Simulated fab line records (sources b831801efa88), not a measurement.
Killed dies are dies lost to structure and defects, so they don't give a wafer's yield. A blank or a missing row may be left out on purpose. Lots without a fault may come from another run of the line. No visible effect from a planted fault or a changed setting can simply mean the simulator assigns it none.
Chamber matching ; flow sfqLine ; 3 sister chambers for SFQ_TRILAYER_I6_VIA_BARC_OPEN_VIA_ETCH_235 on rieDiel-04
The step etches BARC in O2, target depth 125 nm, time 41.7 s. 14 wafers are shown with their chamber, then 4 later ones without.

== WAFERS PAIRED WITH THEIR CHAMBERS ==
wafer;chamber;drypumpMotorCurrentA (A);oesProductAu (a.u.)
L557.1;0;6.2;0.694
L557.2;3;5.7;0.690
L557.6;2;6.7;0.696
L558.2;2;6.7;0.681
L558.3;0;6.2;0.682
L558.6;0;6.2;0.688
L560.1;0;6.2;0.688
L560.2;2;6.6;0.686
L560.3;3;5.7;0.682
L561.3;0;6.2;0.688
L561.5;3;5.7;0.681
L561.6;2;6.7;0.686
L567.3;2;6.7;0.683
L567.4;3;5.8;0.699

SIGNATURES, as means of the wafers listed above
reading;chamber 0;chamber 2;chamber 3;scatter within a chamber
drypumpMotorCurrentA;6.200;6.680;5.725;0.0375
oesProductAu;0.68800;0.68640;0.68800;0.00614
Rule: for each reading, subtract the chamber's mean from the wafer's reading, divide by that reading's scatter and square the result; add these up over the readings and take the root, which gives the wafer's distance from the chamber. If the next closest chamber is less than 2 further off than the closest, the wafer can't be placed; otherwise it belongs to the closest. How the scatter is found: for the shown wafers, subtract from each reading the mean of its chamber, square and add these, divide the total by (wafers less chambers), then take the root.

== WAFERS MISSING THEIR CHAMBER ==
wafer;drypumpMotorCurrentA (A);oesProductAu (a.u.)
L577.1;5.7;0.693
L577.4;6.7;0.686
L579.3;6.7;0.684
L579.4;6.2;0.687

== CHAMBER TAKEN BY EACH ==
wafer;from the rows above;in truth
L577.1;3;3
L577.4;2;2
L579.3;2;2
L579.4;0;0
Correct placement for 4 of the 4. Number that these rows cannot place: 0. Number placed wrongly: 0.
